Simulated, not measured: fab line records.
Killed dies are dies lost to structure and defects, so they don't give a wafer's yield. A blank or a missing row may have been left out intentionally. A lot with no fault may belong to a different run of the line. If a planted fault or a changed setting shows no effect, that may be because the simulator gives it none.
fab line records | flow sky130
record lots=7 wafers=21 last-day=50
route steps=708 shown SD_P@324 RES_XHIGH@332 SD_N@342
lots with no fault: from the same line, run without faults
start-h: hours from the record's first day to the start of the lot's first wafer shown | wait-h: time in hours since the lot's previous step | " repeats the value in the row above | L1.1+2: several wafers, shown together as one row | - no value present, or no start provided | * or withheld: withheld | < > ~ a bound
route shown NAME@n: names a module that has steps shown in the file, with the first one's number in the route | usual: average and standard deviation across the fault-free wafers | same: alike in all rows | chamber/n: place in a boat | sites: readings site by site | _std_site: standard deviation of those values | _edge_site: mean of outer sites minus mean of inner sites | radius-mm: for every site, how far away it sits from the centre of the wafer | mask NAME#n: copy n | behind: tool/chamber where the wafer was last shaped | hold: why the lot went on hold/how many hours it stayed there/how the hold came to an end | device: the n, p or np transistor that did not switch | end of line: tests run on the same wafers once the route is complete | a step given without rows: its recipe and nothing more | killed: the dies lost at the first sort to structure and to defects; this is not the yield of the wafer | map: per-die view of a wafer (x killed, . not killed, _ where there is no die)
set.NAME: the run value of the setting; set.NAME@STEP: its run value at that earlier step | model.NAME: the simulator's own value behind a step, which no gauge read
lots seen at some steps along the route; tables by step, rows by wafer
services: from which hour (start-h, from the record's first day; less than 0 if before it) a tool's chamber was out of use, for how many hours, and why
## steps
# step SKY_SD_P_EXPOSE_04
# recipe mask-id=PSDM na=0.6 source-shape=conventional sigma-outer=0.6 polarization=unpolarized target-cd-nm=380 dose-mj=138
# step SKY_SD_P_PEB_05
# recipe temp-c=withheld time-s=* resist=NOVOLAK
# step SKY_SD_P_DEVELOP_06
# recipe resist=NOVOLAK developer=TMAH develop-time-s=60 dev-temp-c=23
# step SKY_SD_P_CD_MEAS_07
# recipe target-cd-nm=380
# usual cd-nm=379.4/2.3
# columns lot.wafer tool chamber start-h wait-h cd-nm
L291.1 cd-sem-02 - 593.78 0.1 380.5
L291.2 " - " " 383.1
L291.5 " - " " 382.3
L297.2 cd-sem-01 - 645.15 0.1 380.4
L297.5 " - " " 380.3
L297.6 " - " " 380.2
L306.3 cd-sem-02 - 709.18 0.1 380.8
L306.5 " - " " 381.3
L306.6 " - " " 380.1
L305.3 cd-sem-02 - 714.18 0.1 380.0
L305.5 " - " " 379.3
L305.6 " - " " 379.5
L304.2 cd-sem-01 - 714.66 0.1 378.5
L304.4 " - " " 378.9
L304.5 " - " " 381.1
L310.1 cd-sem-01 - 743.69 0.1 380.9
L310.2 " - " " 379.1
L310.4 " - " " 379.5
L312.2 cd-sem-02 - 760.76 0.1 376.4
L312.5 " - " " 378.9
L312.6 " - " " 380.4
# step SKY_SD_P_OVL_MEAS_08
# usual SD_P_OVL=-0.4/1.2
# columns lot.wafer tool chamber start-h wait-h SD_P_OVL[nm]
L291.1 overlay-02 - 593.90 0.1 -0.1
L291.2 " - " " -3.9
L291.5 " - " " 0.2
L297.2 overlay-02 - 645.26 0.1 -0.6
L297.5 " - " " 1.3
L297.6 " - " " -1.2
L306.3 overlay-01 - 709.27 0.1 -0.6
L306.5 " - " " -1.5
L306.6 " - " " -1.4
L305.3 overlay-01 - 714.27 0.1 -0.1
L305.5 " - " " 0.1
L305.6 " - " " -1.0
L304.2 overlay-02 - 714.76 0.1 -2.1
L304.4 " - " " -0.3
L304.5 " - " " 0.3
L310.1 overlay-02 - 743.81 0.1 1.0
L310.2 " - " " 1.7
L310.4 " - " " 2.6
L312.2 overlay-01 - 760.86 0.1 -2.3
L312.5 " - " " -3.3
L312.6 " - " " -1.9
# step SKY_SD_P_IMPLANT_09
# recipe species=BF2 energy-kev=20 dose-cm2=3e+15 tilt-deg=0
# step SKY_SD_P_STRIP_10
# recipe chemistry=O2/N2 power-w=1400 pressure-mtorr=1500 platen-temp-c=withheld o2-flow-sccm=3000 n2-flow-sccm=300 overash-fraction=0.5
# usual drypump-motor-current-A=5.7/0.65 oes-product-au=0.617/0.0044 strip-time-to-endpoint-s=17.49/0.044
# columns lot.wafer tool chamber start-h wait-h drypump-motor-current-A oes-product-au rf-hours-counter-h strip-time-to-endpoint-s
L291.1 plasma-asher-01 0 594.09 0.1 5.2 0.622 76 17.43
L291.2 " 1 " " 4.8 0.618 76 17.45
L291.5 " 1 " " 4.8 0.620 - 17.41
L297.2 plasma-asher-01 0 645.44 0.1 5.2 0.611 81 17.47
L297.5 " 1 " " 4.8 0.613 - 17.47
L297.6 " 0 " " 5.2 0.625 - 17.50
L306.3 plasma-asher-01 1 709.47 0.1 4.8 0.615 - 17.48
L306.5 " 0 " " 5.2 0.612 - 17.48
L306.6 " 1 " " 4.8 0.612 - 17.44
L305.3 plasma-asher-02 0 714.48 0.1 4.9 0.617 - 17.52
L305.5 " 0 " " 5.0 0.616 - 17.51
L305.6 " 1 " " 6.1 0.618 - 17.50
L304.2 plasma-asher-02 1 714.94 0.1 6.1 0.612 29 17.36
L304.4 " 0 " " 5.0 0.611 - 17.48
L304.5 " 0 " " 5.0 0.614 - 17.45
L310.1 plasma-asher-01 1 743.99 0.1 4.9 0.619 91 17.43
L310.2 " 0 " " 5.2 0.621 91 17.44
L310.4 " 0 " " 5.2 0.622 - 17.42
L312.2 plasma-asher-01 0 761.04 0.1 5.2 0.612 93 17.54
L312.5 " 0 " " 5.2 0.614 - 17.54
L312.6 " 1 " " 4.8 0.618 - 17.50
# step SKY_SD_P_TW_MEAS_11
# usual SD_P_TW=2815/23
# columns lot.wafer tool chamber start-h wait-h SD_P_TW
L291.1 film-metro-04 - 594.19 0.1 2818
L291.2 " - " " 2814
L291.5 " - " " 2818
L297.2 film-metro-02 - 645.55 0.1 2774
L297.5 " - " " 2786
L297.6 " - " " 2786
L306.3 film-metro-04 - 709.56 0.1 2842
L306.5 " - " " 2831
L306.6 " - " " 2829
L305.3 film-metro-02 - 714.56 0.1 2790
L305.5 " - " " 2762
L305.6 " - " " 2790
L304.2 film-metro-04 - 715.05 0.1 2828
L304.4 " - " " 2831
L304.5 " - " " 2828
L310.1 film-metro-02 - 744.09 0.1 2780
L310.2 " - " " 2792
L310.4 " - " " 2790
L312.2 film-metro-01 - 761.15 0.1 2823
L312.5 " - " " 2822
L312.6 " - " " 2827
# step SKY_RES_XHIGH_DEHYDRATE_00
# recipe temp-c=200 time-s=60
# step SKY_RES_XHIGH_HMDS_01
# recipe prime-time-s=60 prime-temp-c=120
# step SKY_RES_XHIGH_COAT_02
# recipe resist=NOVOLAK spin-rpm=3000 resist-thk-nm=1140
# step SKY_RES_XHIGH_SOFTBAKE_03
# recipe temp-c=90 time-s=60 resist=NOVOLAK
# step SKY_RES_XHIGH_EXPOSE_04
# recipe mask-id=URPM na=0.6 source-shape=conventional sigma-outer=0.6 polarization=unpolarized target-cd-nm=1270 dose-mj=140
# usual exposure-dose-mJ-cm2=139.98/0.15 focus-offset-nm=0.1/0.45 stage-vel-mm-s=499.98/0.21
# columns lot.wafer tool chamber start-h wait-h mask exposure-dose-mJ-cm2 focus-offset-nm stage-vel-mm-s
L291.1 iline-stepper-02 0 608.89 - URPM#0 139.99 0.7 500.11
L291.2 " 0 " " URPM#0 140.04 0.7 499.58
L291.5 " 0 " " URPM#0 140.12 0.1 500.31
L297.2 iline-stepper-01 0 659.27 - URPM#0 140.14 0.1 500.05
L297.5 " 0 " " URPM#0 140.14 -0.1 499.89
L297.6 " 0 " " URPM#0 139.90 0.4 500.16
L306.3 iline-stepper-01 - 722.83 - URPM#0 - - -
L306.5 " - " " URPM#0 - - -
L306.6 " - " " URPM#0 - - -
L305.3 iline-stepper-01 - 728.07 - URPM#0 - - -
L305.5 " - " " URPM#0 - - -
L305.6 " - " " URPM#0 - - -
L304.2 iline-stepper-01 - 729.00 - URPM#0 - - -
L304.4 " - " " URPM#0 - - -
L304.5 " - " " URPM#0 - - -
L310.1 iline-stepper-02 0 757.74 - URPM#0 139.80 0.3 500.11
L310.2 " 0 " " URPM#0 139.87 0.4 500.18
L310.4 " 0 " " URPM#0 140.15 0.2 500.09
L312.2 iline-stepper-02 0 774.44 - URPM#0 139.96 0.3 499.75
L312.5 " 0 " " URPM#0 139.95 -0.2 500.09
L312.6 " 0 " " URPM#0 140.08 -0.6 499.79
# step SKY_RES_XHIGH_PEB_05
# recipe temp-c=withheld time-s=* resist=NOVOLAK
# step SKY_RES_XHIGH_DEVELOP_06
# recipe resist=NOVOLAK developer=TMAH develop-time-s=60 dev-temp-c=23
# step SKY_RES_XHIGH_IMPLANT_07
# recipe species=BF2 energy-kev=20 dose-cm2=3.633e+14 tilt-deg=0
# step SKY_RES_XHIGH_STRIP_08
# recipe chemistry=O2/N2 power-w=1400 pressure-mtorr=1500 platen-temp-c=withheld o2-flow-sccm=3000 n2-flow-sccm=300 overash-fraction=0.5
# usual drypump-motor-current-A=5.7/0.53 oes-product-au=0.710/0.0041 strip-time-to-endpoint-s=14.27/0.036
# columns lot.wafer tool chamber start-h wait-h drypump-motor-current-A oes-product-au rf-hours-counter-h strip-time-to-endpoint-s
L291.1 plasma-asher-03 1 623.39 0.1 5.3 0.714 94 14.24
L291.2 " 0 " " 5.5 0.703 94 14.26
L291.5 " 1 " " 5.4 0.715 - 14.28
L297.2 plasma-asher-03 0 674.11 0.1 5.5 0.716 99 14.29
L297.5 " 1 " " 5.4 0.711 - 14.29
L297.6 " 0 " " 5.5 0.706 - 14.29
L306.3 plasma-asher-02 1 736.77 0.1 6.1 0.706 - 14.27
L306.5 " 1 " " 6.1 0.713 - 14.25
L306.6 " 0 " " 5.0 0.711 - 14.26
L305.3 plasma-asher-04 0 741.84 0.1 6.6 0.707 - 14.34
L305.5 " 1 " " 5.9 0.708 - 14.26
L305.6 " 0 " " 6.6 0.714 - 14.29
L304.2 plasma-asher-04 1 742.69 0.1 5.8 0.712 61 14.27
L304.4 " 1 " " 5.8 0.712 - 14.29
L304.5 " 0 " " 6.6 0.721 - 14.27
L310.1 plasma-asher-03 1 770.84 0.1 5.4 0.714 4 14.26
L310.2 " 0 " " 5.5 0.713 4 14.29
L310.4 " 0 " " 5.5 0.715 - 14.25
L312.2 plasma-asher-02 1 787.94 0.1 6.1 0.717 32 14.28
L312.5 " 1 " " 6.1 0.705 - 14.27
L312.6 " 0 " " 4.9 0.713 - 14.27
# step SKY_RES_XHIGH_TW_MEAS_09
# usual RES_XHIGH_TW=1638/14
# columns lot.wafer tool chamber start-h wait-h RES_XHIGH_TW
L291.1 film-metro-02 - 623.49 0.1 1626
L291.2 " - " " 1620
L291.5 " - " " 1616
L297.2 film-metro-04 - 674.22 0.1 1640
L297.5 " - " " 1643
L297.6 " - " " 1647
L306.3 film-metro-02 - 736.86 0.1 30
L306.5 " - " " 30
L306.6 " - " " 29
L305.3 film-metro-04 - 741.93 0.1 30
L305.5 " - " " 30
L305.6 " - " " 30
L304.2 film-metro-02 - 742.80 0.1 30
L304.4 " - " " 29
L304.5 " - " " 30
L310.1 film-metro-02 - 770.94 0.1 1614
L310.2 " - " " 1612
L310.4 " - " " 1618
L312.2 film-metro-01 - 788.05 0.1 1628
L312.5 " - " " 1638
L312.6 " - " " 1641
# step SKY_SD_N_DEHYDRATE_00
# recipe temp-c=200 time-s=60
## services
# columns tool chamber start-h hours kind
iline-stepper-02 - 580.47 1.7 pm
iline-stepper-02 - 589.57 14.3 repair
plasma-asher-01 - 594.66 3.3 repair
iline-stepper-01 0 598.04 - calibration
iline-stepper-01 - 604.02 1.7 pm
plasma-asher-01 - 652.99 6.3 repair
plasma-asher-02 - 711.60 2.8 pm
plasma-asher-04 - 718.68 1.3 repair
iline-stepper-02 0 732.56 - calibration
plasma-asher-03 - 733.75 9.0 pm
plasma-asher-03 0 733.75 9.0 vent-cycle
plasma-asher-03 1 733.75 9.0 vent-cycle
plasma-asher-02 - 738.30 37.4 repair
plasma-asher-03 0 742.75 - clean
plasma-asher-03 1 742.75 - clean
iline-stepper-01 - 749.98 28.9 pm
plasma-asher-04 - 754.40 3.5 repair
plasma-asher-04 - 772.64 0.4 repair
## key
first-sign step=SKY_RES_XHIGH_EXPOSE_04 reading=tool-record direction=missing
effect step=SKY_RES_XHIGH_TW_MEAS_09 reading=RES_XHIGH_TW direction=down sigmas=99+ usual=1638 struck=30
met-at SKY_RES_XHIGH_EXPOSE_04
struck-wafers L304.2,L304.4,L304.5,L305.3,L305.5,L305.6,L306.3,L306.5,L306.6
sort-left-out L304.2,L304.4,L304.5,L305.3,L305.5,L305.6,L306.3,L306.5,L306.6
tester-left-out L304,L305,L306
onset-between 659.27 722.83
fault kind=skipped-step-whole tool=iline-stepper-01 chamber=- onset-h=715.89 steps=SKY_RES_XHIGH_EXPOSE_04 scope=struck-lots-only
# tester-left-out: of these lots the tester's yield and bins aren't shown, on N5 and GAA mostly nor the transistor test; their killed dies are dies lost to structure and defects alone, not to doping, threshold or leakage, so they don't give the yield
# sort-left-out: the simulated sort isn't trusted on such a fault, so these wafers' sort isn't shown, and their yield isn't known
